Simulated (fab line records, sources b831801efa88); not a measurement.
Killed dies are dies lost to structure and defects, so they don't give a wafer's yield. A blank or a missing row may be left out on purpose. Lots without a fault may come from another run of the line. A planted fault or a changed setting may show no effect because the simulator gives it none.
fab line records | flow sky130
record lots=12 wafers=36 last_day=50
route steps=708 shown METAL3@533 VIA3@587 PAD_OPEN@708
lots that met no fault: from a run of the same line without faults
start_h: hours from the record's first day to the start of the lot's first wafer shown | wait_h: hours since the lot's step before | " the same as in the row above | L1.1+2: a row that stands for several wafers | - no value, or no start given | * or withheld: withheld | < > ~ a bound
route shown NAME@n: a module of which the file shows steps, and the number in the route of the first | usual: mean/standard deviation of fault-free wafers | same: alike in all rows | chamber/n: place in a boat | sites: the reading at each site | _std_site: their standard deviation | _edge_site: outer sites' mean less inner sites' | radius_mm: how far each site lies from the wafer's centre | mask NAME#n: copy n | behind: the tool/chamber that last shaped the wafer | hold: why the lot was held/for how many hours/how that ended | device: the transistor (n, p or np) that didn't switch | end of line: the same wafers' tests at the end of the route | a step without rows: its recipe alone | killed: dies lost to structure and defects at the first sort, not the wafer's yield | map: a wafer's dies, x killed, . not, _ none there
set.NAME: the setting as run; set.NAME@STEP: as run at that earlier step | model.NAME: the simulator's own value behind a step, which no gauge read
steps of the route over a sample of lots; a table a step, a row a wafer
services: from which hour (start_h, from the record's first day; less than 0 if before it) a tool's chamber was out of use, for how many hours, and why
## steps
# step SKY_METAL3_SPUTTER_01
# recipe material=TiN target_thk_nm=20 power_w=6500 time_s=16.7 chamber_pressure_pa=0.4
# usual cathode_dc_power_W=6499.9/1.1 throttle_valve_pct=30.3/0.71
# same time_s=16.7
# columns lot.wafer tool chamber start_h wait_h cathode_dc_power_W throttle_valve_pct
L865.4 pvd_sputter-04 - 863.09 0.0 6500.6 29.8
L865.5 " - " " 6498.3 30.1
L865.6 " - " " 6501.9 29.2
L864.2 pvd_sputter-01 - 867.67 0.0 6500.7 30.1
L864.3 " - " " 6498.5 29.8
L864.4 " - " " 6499.7 31.0
L867.1 pvd_sputter-01 - 881.78 0.0 6500.4 30.8
L867.2 " - " " 6499.9 29.9
L867.5 " - " " 6498.8 29.8
L868.1 pvd_sputter-04 - 889.07 0.0 6499.5 30.2
L868.2 " - " " 6501.3 30.1
L868.3 " - " " 6498.9 29.3
L869.2 pvd_sputter-04 - 890.97 0.0 6499.2 31.7
L869.3 " - " " 6501.4 30.1
L869.6 " - " " 6501.5 31.4
L872.4 pvd_sputter-01 - 913.98 0.0 6501.1 29.9
L872.5 " - " " 6500.5 30.1
L872.6 " - " " 6499.0 30.8
L873.1 pvd_sputter-03 - 918.73 0.0 6500.7 30.9
L873.2 " - " " 6498.6 30.2
L873.3 " - " " 6500.5 29.8
L875.1 pvd_sputter-01 - 935.43 0.0 6501.1 30.9
L875.2 " - " " 6501.5 29.8
L875.5 " - " " 6497.5 30.8
L883.1 pvd_sputter-04 - 983.54 0.0 6499.6 30.1
L883.4 " - " " 6500.9 30.2
L883.6 " - " " 6501.3 30.1
L882.1 pvd_sputter-03 - 985.82 0.0 6500.9 30.8
L882.4 " - " " 6502.2 29.8
L882.5 " - " " 6500.3 31.1
L884.1 pvd_sputter-03 - 990.82 0.0 6501.8 30.1
L884.3 " - " " 6499.7 30.1
L884.4 " - " " 6500.0 30.7
L886.1 pvd_sputter-01 - 1013.78 0.0 6500.6 30.7
L886.2 " - " " 6498.6 30.2
L886.3 " - " " 6499.4 30.9
# step SKY_METAL3_SPUTTER_03
# recipe material=Ti target_thk_nm=5 power_w=3000 time_s=3.3 chamber_pressure_pa=0.4
# usual cathode_dc_power_W=3000.0/0.52 throttle_valve_pct=30.3/0.69
# same time_s=3.3
# columns lot.wafer tool chamber start_h wait_h cathode_dc_power_W throttle_valve_pct
L865.4 pvd_sputter-04 - 863.15 0.0 3000.5 30.1
L865.5 " - " " 3000.2 29.9
L865.6 " - " " 2999.5 29.3
L864.2 pvd_sputter-01 - 867.74 0.0 3000.2 29.9
L864.3 " - " " 3000.8 29.7
L864.4 " - " " 3000.2 30.8
L867.1 pvd_sputter-01 - 881.85 0.0 3000.5 30.9
L867.2 " - " " 2999.8 30.0
L867.5 " - " " 2999.3 29.9
L868.1 pvd_sputter-04 - 889.13 0.0 3000.6 30.2
L868.2 " - " " 3000.4 30.0
L868.3 " - " " 2999.2 29.2
L869.2 pvd_sputter-04 - 891.03 0.0 2999.9 31.8
L869.3 " - " " 2999.3 29.6
L869.6 " - " " 3000.0 31.4
L872.4 pvd_sputter-01 - 914.04 0.0 3000.3 30.1
L872.5 " - " " 3000.8 30.0
L872.6 " - " " 3000.3 30.9
L873.1 pvd_sputter-03 - 918.79 0.0 3000.2 30.9
L873.2 " - " " 2999.2 30.2
L873.3 " - " " 2999.8 29.9
L875.1 pvd_sputter-01 - 935.49 0.0 2999.9 30.8
L875.2 " - " " 3000.0 30.1
L875.5 " - " " 2999.8 30.7
L883.1 pvd_sputter-04 - 983.60 0.0 2999.5 30.1
L883.4 " - " " 2999.9 30.2
L883.6 " - " " 2999.4 30.0
L882.1 pvd_sputter-03 - 985.88 0.0 3000.8 30.7
L882.4 " - " " 3000.0 29.7
L882.5 " - " " 3000.0 31.1
L884.1 pvd_sputter-03 - 990.88 0.0 2999.4 29.9
L884.3 " - " " 2999.8 30.3
L884.4 " - " " 2999.6 31.1
L886.1 pvd_sputter-01 - 1013.84 0.0 2999.7 30.7
L886.2 " - " " 3000.3 29.9
L886.3 " - " " 3000.3 31.2
# step SKY_VIA3_ETCH_14
# recipe chemistry=N2/H2 target=BARC ion_energy_ev=200 source_w=500 bias_w=100 pressure_mtorr=30 n2_flow_sccm=100 h2_flow_sccm=200 stop_on=SiO2 time_s=45.9 target_depth_a=600
# usual bias_w=100.0/0.33 drypump_motor_current_A=5.7/0.48 oes_product_au=0.855/0.005 throttle_valve_pct=13.225/0.0082
# same time_s=45.9
# columns lot.wafer tool chamber start_h wait_h bias_w drypump_motor_current_A oes_product_au rf_hours_counter_h throttle_valve_pct
L865.4 rie_diel-01 1 941.55 0.0 100.4 5.2 0.854 - 13.227
L865.5 " 3 " " 99.9 5.1 0.855 - 13.222
L865.6 " 0 " " 99.7 5.8 0.856 - 13.225
L864.2 rie_diel-01 1 945.23 0.0 100.6 5.2 0.849 16 13.214
L864.3 " 0 " " 99.8 5.8 0.851 13 13.222
L864.4 " 0 " " 99.8 5.8 0.848 - 13.228
L867.1 rie_diel-04 2 959.17 0.0 99.7 5.9 0.861 7 13.219
L867.2 " 3 " " 100.2 5.8 0.855 11 13.208
L867.5 " 2 " " 99.7 5.9 0.861 - 13.232
L868.1 rie_diel-02 1 965.92 0.0 99.6 6.6 0.857 11 13.213
L868.2 " 3 " " 100.3 6.1 0.852 16 13.219
L868.3 " 0 " " 99.8 6.3 0.855 25 13.216
L869.2 rie_diel-04 3 967.63 0.0 99.7 5.8 0.850 11 13.232
L869.3 " 2 " " 100.2 5.9 0.862 7 13.226
L869.6 " 0 " " 100.0 5.8 0.848 - 13.229
L872.4 rie_diel-01 2 989.10 0.0 100.5 5.3 0.857 - 13.219
L872.5 " 0 " " 100.0 5.7 0.857 - 13.213
L872.6 " 3 " " 99.6 5.0 0.860 - 13.237
L873.1 rie_diel-01 3 995.33 0.0 83.7 5.1 0.862 25 13.221
L873.2 " 0 " " 83.9 5.8 0.854 15 13.214
L873.3 " 2 " " 84.2 5.3 0.851 14 13.236
L875.1 rie_diel-01 2 1009.52 0.0 84.8 5.3 0.853 14 13.228
L875.2 " 3 " " 84.1 5.1 0.857 26 13.223
L875.5 " 3 " " 84.4 5.0 0.864 - 13.234
L883.1 rie_diel-02 0 1054.88 0.0 100.2 6.2 0.863 1 13.231
L883.4 " 3 " " 100.3 6.1 0.854 18 13.211
L883.6 " 0 " " 100.2 6.3 0.858 - 13.244
L882.1 rie_diel-04 2 1056.73 0.0 100.2 5.9 0.859 10 13.228
L882.4 " 3 " " 100.1 5.8 0.851 14 13.233
L882.5 " 0 " " 99.5 5.8 0.856 - 13.212
L884.1 rie_diel-02 0 1061.53 0.0 99.6 6.3 0.846 1 13.226
L884.3 " 2 " " 99.7 5.9 0.858 10 13.226
L884.4 " 3 " " 100.6 6.1 0.854 18 13.229
L886.1 rie_diel-01 1 1082.43 0.0 100.8 5.2 0.850 20 13.215
L886.2 " 3 " " 100.1 5.1 0.853 28 13.224
L886.3 " 0 " " 99.9 5.7 0.860 18 13.230
# step SKY_VIA3_SPUTTER_20
# recipe material=TiN target_thk_nm=20 chamber_pressure_pa=5 power_w=4000 time_s=80
# usual cathode_dc_power_W=3999.9/0.69 throttle_valve_pct=30.1/0.79
# same time_s=80
# columns lot.wafer tool chamber start_h wait_h cathode_dc_power_W throttle_valve_pct
L865.4 pvd_sputter-02 - 942.22 0.0 3999.1 29.2
L865.5 " - " " 3999.7 31.4
L865.6 " - " " 3999.8 29.0
L864.2 pvd_sputter-02 - 945.93 0.0 4001.5 30.2
L864.3 " - " " 3999.5 28.9
L864.4 " - " " 3999.5 29.2
L867.1 pvd_sputter-03 - 959.87 0.0 3999.6 31.1
L867.2 " - " " 3999.6 30.4
L867.5 " - " " 4000.0 31.0
L868.1 pvd_sputter-02 - 966.62 0.0 4000.8 30.0
L868.2 " - " " 4000.2 29.2
L868.3 " - " " 4000.1 31.4
L869.2 pvd_sputter-01 - 968.33 0.0 3999.8 29.9
L869.3 " - " " 4000.3 31.0
L869.6 " - " " 3999.7 30.5
L872.4 pvd_sputter-03 - 989.77 0.0 3999.6 29.7
L872.5 " - " " 4000.2 30.2
L872.6 " - " " 4000.9 31.0
L873.1 pvd_sputter-02 - 996.02 0.0 3999.5 31.4
L873.2 " - " " 3999.2 30.0
L873.3 " - " " 4000.5 29.3
L875.1 pvd_sputter-03 - 1010.26 0.0 4000.0 30.0
L875.2 " - " " 4000.0 31.0
L875.5 " - " " 4000.1 30.9
L883.1 pvd_sputter-03 - 1055.57 0.0 4001.1 31.0
L883.4 " - " " 3999.6 30.0
L883.6 " - " " 3999.6 30.7
L882.1 pvd_sputter-01 - 1057.46 0.0 3999.3 29.8
L882.4 " - " " 3999.1 31.1
L882.5 " - " " 3999.4 29.9
L884.1 pvd_sputter-01 - 1062.25 0.0 4000.4 30.7
L884.3 " - " " 3998.7 29.9
L884.4 " - " " 4000.9 30.3
L886.1 pvd_sputter-03 - 1083.12 0.0 3999.2 30.3
L886.2 " - " " 3999.4 29.7
L886.3 " - " " 3999.8 30.9
# step SKY_PAD_OPEN_PROBE_99
# usual defect_limited_yield=82.5/2 killed_at_M0_to_M3=44/7 killed_at_M4_up=3.4/1.7 killed_at_contacts=24/4.9 killed_at_front_end=15/4.5 killed_at_other=0.4/0.61 killed_dies=86/9.7 killed_open=47/7.1 killed_short=39/6.1 sort_bin_3_pad_short=0.9/0.42 sort_bin_5_function=10.4/1.4 sort_bin_6_memory=6.2/1.2 sort_n_pass=406/9.7 sort_yield_pct=82.5/2
# same gross_dies=492 killed_at_back_side=0 sort_bin_4_leakage[%]=0 sort_bin_8_speed[%]=0
# columns lot.wafer tool chamber start_h wait_h defect_limited_yield[%] killed_at_M0_to_M3 killed_at_M4_up killed_at_contacts killed_at_front_end killed_at_other killed_dies killed_open killed_short sort_bin_3_pad_short[%] sort_bin_5_function[%] sort_bin_6_memory[%] sort_n_pass sort_yield_pct[%]
L865.4 prober-02 - 1087.61 0.2 81.7 47 3 22 17 1 90 53 37 0.8 11.2 6.3 402 81.7
L865.5 prober-02 - 1087.66 0.2 79.5 57 0 28 16 0 101 54 47 1.4 10.4 8.7 391 79.5
L865.6 prober-02 - 1087.71 0.2 81.9 39 3 25 22 0 89 49 40 1.2 11.0 5.9 403 81.9
L864.2 prober-01 - 1089.41 0.1 84.8 35 4 24 12 0 75 46 29 0.8 10.2 4.3 417 84.8
L864.3 prober-01 - 1089.46 0.2 83.5 43 3 19 16 0 81 44 37 1.0 11.2 4.3 411 83.5
L864.4 prober-01 - 1089.51 0.2 83.3 48 2 24 8 0 82 50 32 1.2 8.5 6.9 410 83.3
L867.1 prober-02 - 1102.49 0.1 84.1 38 3 27 10 0 78 45 33 0.6 11.0 4.3 414 84.1
L867.2 prober-02 - 1102.54 0.1 83.9 49 2 22 5 1 79 44 35 1.4 9.1 5.5 413 83.9
L867.5 prober-02 - 1102.69 0.2 86.6 31 2 22 11 0 66 35 31 0.4 7.9 5.1 426 86.6
L868.1 prober-01 - 1107.14 0.1 82.9 39 4 27 14 0 84 48 35 0.4 10.6 6.1 408 82.9
L868.2 prober-01 - 1107.19 0.1 80.1 47 4 25 21 1 98 52 44 0.8 12.0 7.1 394 80.1
L868.3 prober-01 - 1107.24 0.2 79.9 53 5 20 21 0 99 57 41 2.0 10.4 7.7 393 79.9
L869.2 prober-01 - 1110.89 0.1 80.3 45 0 35 16 1 97 55 40 1.0 12.6 6.1 395 80.3
L869.3 prober-01 - 1110.94 0.2 78.3 60 3 30 14 0 107 68 38 1.0 13.2 7.5 385 78.3
L869.6 prober-01 - 1111.09 0.2 80.5 42 4 25 25 0 96 52 43 1.6 12.0 5.9 396 80.5
L872.4 prober-02 - 1127.14 0.2 81.7 52 2 23 13 0 90 56 33 0.2 10.0 8.1 402 81.7
L872.5 prober-02 - 1127.19 0.2 83.7 39 4 23 14 0 80 43 37 0.6 10.8 4.9 412 83.7
L872.6 prober-02 - 1127.24 0.2 81.1 55 1 20 17 0 93 53 40 0.4 12.2 6.3 399 81.1
L873.1 prober-01 - 1132.25 0.1 82.9 41 3 19 19 2 84 42 41 0.6 9.8 6.7 408 82.9
L873.2 prober-01 - 1132.30 0.1 79.7 55 2 20 22 1 100 51 48 0.8 13.6 5.9 392 79.7
L873.3 prober-01 - 1132.35 0.2 83.1 41 7 23 12 0 83 44 39 0.6 10.4 5.9 409 83.1
L875.1 prober-01 - 1146.21 0.1 84.3 43 4 21 9 0 77 48 29 0.8 8.7 6.1 415 84.3
L875.2 prober-01 - 1146.26 0.1 81.1 41 2 20 29 1 93 51 42 0.2 11.6 7.1 399 81.1
L875.5 prober-01 - 1146.41 0.2 81.5 47 6 20 18 0 91 51 39 0.6 10.2 7.7 401 81.5
L883.1 prober-02 - 1179.53 0.1 85.6 30 2 23 16 0 71 42 28 0.4 8.5 5.5 421 85.6
L883.4 prober-02 - 1179.68 0.2 86.6 43 4 10 9 0 66 32 34 0.8 7.3 5.3 426 86.6
L883.6 prober-02 - 1179.78 0.2 81.7 42 4 22 22 0 90 41 48 1.4 11.0 5.9 402 81.7
L882.1 prober-01 - 1181.48 0.1 81.7 37 5 31 17 0 90 52 37 0.6 10.6 7.1 402 81.7
L882.4 prober-01 - 1181.63 0.2 77.4 62 4 22 22 1 111 60 51 1.0 14.2 7.3 381 77.4
L882.5 prober-01 - 1181.68 0.2 80.9 51 3 23 17 0 94 52 41 0.6 10.0 8.5 398 80.9
L884.1 prober-02 - 1184.89 0.1 79.3 47 4 36 15 0 102 61 41 1.4 13.0 6.3 390 79.3
L884.3 prober-02 - 1184.99 0.2 80.3 46 2 26 23 0 97 51 46 2.2 10.4 7.1 395 80.3
L884.4 prober-02 - 1185.04 0.2 85.8 35 3 21 10 1 70 38 31 1.8 6.7 5.7 422 85.8
L886.1 prober-02 - 1202.84 0.1 81.7 41 4 32 13 0 90 55 35 1.2 10.0 7.1 402 81.7
L886.2 prober-02 - 1202.89 0.1 84.3 36 3 21 17 0 77 38 39 0.8 10.0 4.9 415 84.3
L886.3 prober-02 - 1202.94 0.2 86.2 28 3 24 13 0 68 38 30 0.4 7.7 5.7 424 86.2
# killed by level:class
L865.4 VIA2:geometric_particle:open=12 VIA1:geometric_particle:open=11 CONTACT:geometric_particle:open=8 FIELD_ISO:geometric_particle:open=5 LI_CONTACT:geometric_particle:open=5 METAL2:geometric_particle:short=5 FIELD_ISO:geometric_particle:short=4 CONTACT:geometric_particle:short=4
L865.5 VIA1:geometric_particle:open=13 LI_CONTACT:geometric_particle:open=11 VIA3:geometric_particle:open=8 CONTACT:geometric_particle:open=7 METAL3:geometric_particle:short=6 VIA2:geometric_particle:open=5 VIA1:geometric_particle:short=5 METAL2:geometric_particle:short=5
L865.6 VIA1:geometric_particle:open=9 CONTACT:geometric_particle:open=8 FIELD_ISO:geometric_particle:open=7 LI_CONTACT:geometric_particle:open=7 VIA2:geometric_particle:short=5 LOCAL_INTERCONNECT:geometric_particle:short=5 VIA3:geometric_particle:short=5 VIA3:geometric_particle:open=5
L864.2 CONTACT:geometric_particle:open=12 VIA3:geometric_particle:open=8 VIA1:geometric_particle:open=7 FIELD_ISO:geometric_particle:open=5 CONTACT:geometric_particle:short=5 METAL1:geometric_particle:short=5 LI_CONTACT:geometric_particle:open=4 VIA3:geometric_particle:short=4
L864.3 VIA1:geometric_particle:open=11 CONTACT:geometric_particle:open=11 VIA3:geometric_particle:open=10 METAL2:geometric_particle:short=7 FIELD_ISO:geometric_particle:short=5 VIA1:geometric_particle:short=5 POLY_GATE:geometric_particle:short=4 LI_CONTACT:geometric_particle:open=4
L864.4 VIA1:geometric_particle:open=13 CONTACT:geometric_particle:open=11 METAL1:geometric_particle:short=8 VIA2:geometric_particle:open=8 LI_CONTACT:geometric_particle:open=5 CONTACT:geometric_particle:short=4 VIA2:geometric_particle:short=4 VIA3:geometric_particle:open=4
L867.1 CONTACT:geometric_particle:short=10 VIA2:geometric_particle:open=10 LI_CONTACT:geometric_particle:open=7 VIA3:geometric_particle:open=7 VIA1:geometric_particle:open=6 CONTACT:geometric_particle:open=5 METAL1:geometric_particle:short=4 LI_CONTACT:geometric_particle:short=4
L867.2 VIA1:geometric_particle:open=12 VIA3:geometric_particle:open=10 CONTACT:geometric_particle:open=8 CONTACT:geometric_particle:short=6 VIA1:geometric_particle:short=6 VIA2:geometric_particle:open=5 METAL1:geometric_particle:short=5 METAL2:geometric_particle:short=5
L867.5 CONTACT:geometric_particle:short=8 LI_CONTACT:geometric_particle:open=7 VIA1:geometric_particle:open=7 VIA3:geometric_particle:open=7 VIA2:geometric_particle:open=4 POLY_GATE:geometric_particle:short=3 CONTACT:geometric_particle:open=3 METAL1:geometric_particle:short=3
L868.1 CONTACT:geometric_particle:open=9 LI_CONTACT:geometric_particle:open=8 VIA1:geometric_particle:open=8 METAL2:geometric_particle:short=7 FIELD_ISO:geometric_particle:open=6 VIA3:geometric_particle:open=5 CONTACT:geometric_particle:short=5 METAL1:geometric_particle:short=5
L868.2 VIA1:geometric_particle:open=13 CONTACT:geometric_particle:open=12 FIELD_ISO:geometric_particle:short=8 VIA3:geometric_particle:open=7 CONTACT:geometric_particle:short=5 METAL1:geometric_particle:short=5 VIA1:geometric_particle:short=5 LI_CONTACT:geometric_particle:open=4
L868.3 VIA1:geometric_particle:open=10 POLY_GATE:geometric_particle:open=9 VIA2:geometric_particle:open=8 VIA3:geometric_particle:open=7 CONTACT:geometric_particle:short=6 FIELD_ISO:geometric_particle:short=4 FIELD_ISO:geometric_particle:open=4 LI_CONTACT:geometric_particle:open=4
L869.2 VIA3:geometric_particle:open=13 CONTACT:geometric_particle:open=12 VIA2:geometric_particle:open=5 CONTACT:geometric_particle:short=5 LI_CONTACT:geometric_particle:open=5 LOCAL_INTERCONNECT:geometric_particle:short=5 VIA1:geometric_particle:open=5 FIELD_ISO:geometric_particle:open=4
L869.3 VIA1:geometric_particle:open=16 CONTACT:geometric_particle:open=12 LI_CONTACT:geometric_particle:open=9 VIA3:geometric_particle:open=9 METAL1:geometric_particle:short=7 VIA2:geometric_particle:open=7 FIELD_ISO:geometric_particle:open=6 LOCAL_INTERCONNECT:geometric_particle:short=5
L869.6 VIA1:geometric_particle:open=16 CONTACT:geometric_particle:open=8 FIELD_ISO:geometric_particle:short=7 POLY_GATE:geometric_particle:open=6 VIA3:geometric_particle:open=6 CONTACT:geometric_particle:short=6 LI_CONTACT:geometric_particle:open=5 POLY_GATE:geometric_particle:short=5
L872.4 VIA1:geometric_particle:open=13 VIA2:geometric_particle:open=10 VIA3:geometric_particle:open=8 CONTACT:geometric_particle:open=7 LI_CONTACT:geometric_particle:open=6 LOCAL_INTERCONNECT:geometric_particle:short=5 METAL1:geometric_particle:short=5 VIA1:geometric_particle:short=5
L872.5 VIA1:geometric_particle:open=11 FIELD_ISO:geometric_particle:short=7 LOCAL_INTERCONNECT:geometric_particle:short=7 LI_CONTACT:geometric_particle:open=6 CONTACT:geometric_particle:open=6 VIA1:geometric_particle:short=6 VIA2:geometric_particle:open=6 METAL1:geometric_particle:open=4
L872.6 VIA1:geometric_particle:open=12 CONTACT:geometric_particle:open=11 VIA3:geometric_particle:open=8 VIA1:geometric_particle:short=7 VIA2:geometric_particle:short=7 VIA2:geometric_particle:open=6 METAL1:geometric_particle:short=5 POLY_GATE:geometric_particle:short=4
L873.1 POLY_GATE:geometric_particle:open=8 FIELD_ISO:geometric_particle:open=7 VIA3:geometric_particle:short=7 CONTACT:geometric_particle:short=6 CONTACT:geometric_particle:open=6 METAL1:geometric_particle:short=6 VIA3:geometric_particle:open=6 METAL2:geometric_particle:short=5
L873.2 CONTACT:geometric_particle:open=12 METAL2:geometric_particle:short=10 FIELD_ISO:geometric_particle:short=7 FIELD_ISO:geometric_particle:open=7 VIA3:geometric_particle:open=7 METAL1:geometric_particle:short=7 VIA2:geometric_particle:open=7 CONTACT:geometric_particle:short=5
L873.3 VIA1:geometric_particle:open=11 CONTACT:geometric_particle:open=8 VIA3:geometric_particle:open=8 VIA1:geometric_particle:short=6 CONTACT:geometric_particle:short=5 METAL4:geometric_particle:short=5 FIELD_ISO:geometric_particle:short=4 FIELD_ISO:geometric_particle:open=4
L875.1 VIA3:geometric_particle:open=9 VIA1:geometric_particle:open=8 VIA2:geometric_particle:open=7 METAL1:geometric_particle:short=7 LI_CONTACT:geometric_particle:open=6 CONTACT:geometric_particle:open=6 CONTACT:geometric_particle:short=5 METAL2:geometric_particle:short=5
L875.2 CONTACT:geometric_particle:open=9 VIA2:geometric_particle:open=8 VIA3:geometric_particle:open=8 VIA1:geometric_particle:open=7 POLY_GATE:geometric_particle:short=6 FIELD_ISO:geometric_particle:open=5 FIELD_ISO:geometric_particle:short=5 POLY_GATE:geometric_particle:open=5
L875.5 VIA3:geometric_particle:open=10 CONTACT:geometric_particle:open=8 VIA1:geometric_particle:open=7 METAL1:geometric_particle:short=6 VIA2:geometric_particle:open=6 FIELD_ISO:geometric_particle:open=5 POLY_GATE:geometric_particle:open=5 METAL2:geometric_particle:short=5
L883.1 CONTACT:geometric_particle:open=12 VIA2:geometric_particle:open=10 FIELD_ISO:geometric_particle:open=4 FIELD_ISO:geometric_particle:short=4 METAL1:geometric_particle:short=4 CONTACT:geometric_particle:short=4 VIA1:geometric_particle:open=4 VIA3:geometric_particle:short=4
L883.4 CONTACT:geometric_particle:open=7 METAL1:geometric_particle:short=7 VIA2:geometric_particle:open=7 VIA1:geometric_particle:open=6 FIELD_ISO:geometric_particle:short=5 VIA1:geometric_particle:short=4 VIA2:geometric_particle:short=4 METAL3:geometric_particle:short=4
L883.6 FIELD_ISO:geometric_particle:short=11 CONTACT:geometric_particle:open=9 VIA1:geometric_particle:open=9 METAL1:geometric_particle:short=7 METAL2:geometric_particle:short=6 VIA2:geometric_particle:open=6 POLY_GATE:geometric_particle:short=5 LOCAL_INTERCONNECT:geometric_particle:short=4
L882.1 CONTACT:geometric_particle:open=15 VIA1:geometric_particle:open=8 LI_CONTACT:geometric_particle:open=6 VIA3:geometric_particle:open=6 VIA2:geometric_particle:open=5 CONTACT:geometric_particle:short=4 VIA1:geometric_particle:short=4 VIA3:geometric_particle:short=4
L882.4 VIA1:geometric_particle:open=17 CONTACT:geometric_particle:open=11 METAL1:geometric_particle:short=8 METAL2:geometric_particle:short=8 FIELD_ISO:geometric_particle:open=7 VIA3:geometric_particle:open=7 POLY_GATE:geometric_particle:short=6 LI_CONTACT:geometric_particle:open=5
L882.5 CONTACT:geometric_particle:open=12 VIA1:geometric_particle:open=11 METAL1:geometric_particle:short=8 VIA3:geometric_particle:open=7 VIA2:geometric_particle:open=6 FIELD_ISO:geometric_particle:open=5 LI_CONTACT:geometric_particle:open=5 FIELD_ISO:geometric_particle:short=4
L884.1 CONTACT:geometric_particle:open=15 VIA1:geometric_particle:open=13 VIA2:geometric_particle:open=10 VIA3:geometric_particle:open=8 POLY_GATE:geometric_particle:short=6 LOCAL_INTERCONNECT:geometric_particle:short=6 LI_CONTACT:geometric_particle:open=5 POLY_GATE:geometric_particle:open=4
L884.3 VIA1:geometric_particle:open=11 LI_CONTACT:geometric_particle:open=10 VIA1:geometric_particle:short=10 METAL1:geometric_particle:short=9 CONTACT:geometric_particle:open=8 FIELD_ISO:geometric_particle:open=7 METAL2:geometric_particle:short=7 FIELD_ISO:geometric_particle:short=5
L884.4 VIA1:geometric_particle:open=10 CONTACT:geometric_particle:open=9 METAL1:geometric_particle:short=6 LI_CONTACT:geometric_particle:open=5 VIA1:geometric_particle:short=5 METAL3:geometric_particle:short=3 VIA3:geometric_particle:open=3 FIELD_ISO:geometric_particle:short=2
L886.1 LI_CONTACT:geometric_particle:open=13 VIA1:geometric_particle:open=9 VIA3:geometric_particle:open=9 CONTACT:geometric_particle:open=7 VIA2:geometric_particle:open=7 FIELD_ISO:geometric_particle:open=5 LOCAL_INTERCONNECT:geometric_particle:short=5 POLY_GATE:geometric_particle:short=4
L886.2 METAL1:geometric_particle:short=8 CONTACT:geometric_particle:open=7 VIA1:geometric_particle:short=7 VIA1:geometric_particle:open=6 FIELD_ISO:geometric_particle:short=5 LI_CONTACT:geometric_particle:open=5 VIA3:geometric_particle:open=5 POLY_GATE:geometric_particle:open=4
L886.3 LI_CONTACT:geometric_particle:open=8 CONTACT:geometric_particle:open=8 FIELD_ISO:geometric_particle:short=6 VIA1:geometric_particle:open=5 METAL1:geometric_particle:short=5 METAL2:geometric_particle:short=4 VIA2:geometric_particle:open=4 POLY_GATE:geometric_particle:open=3
## services
# columns tool chamber start_h hours kind
rie_diel-02 - 842.66 2.6 repair
pvd_sputter-03 - 858.00 2.0 repair
rie_diel-01 2 879.06 41.8 repair
pvd_sputter-03 - 911.76 4.0 repair
rie_diel-01 3 918.33 4.6 repair
rie_diel-01 2 940.84 7.3 repair
pvd_sputter-01 - 953.55 0.6 repair
rie_diel-01 1 969.33 19.9 repair
rie_diel-02 3 974.01 12.0 repair
pvd_sputter-04 - 1002.12 4.5 repair
rie_diel-02 0 1018.51 - clean
rie_diel-02 0 1018.51 14.2 scheduled_down
rie_diel-02 0 1018.51 14.2 vent_cycle
rie_diel-01 - 1028.10 4.2 repair
pvd_sputter-01 - 1046.20 4.0 repair
rie_diel-01 1 1053.00 20.2 repair
pvd_sputter-02 - 1054.42 3.2 repair
rie_diel-01 - 1056.77 2.8 pm
rie_diel-04 3 1062.01 1.8 repair
rie_diel-04 3 1066.56 6.9 repair
## key
first_sign step=SKY_VIA3_ETCH_14 reading=bias_w direction=down sigmas=47 usual=100.0 struck=84.2
effect none on later readings
met_at SKY_VIA3_ETCH_14
struck_lots L873,L875
not_acting_at SKY_METAL3_SPUTTER_01,SKY_METAL3_SPUTTER_03,SKY_VIA3_SPUTTER_20
onset_between 989.10 995.33
fault kind=process_parameter_drift tool=rie_diel-01 chamber=- onset_h=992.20 steps=SKY_VIA3_ETCH_14 channel=bias_w offset=-15.923 shape=step end_h=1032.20 acts_in=these_recipes_only stated=100
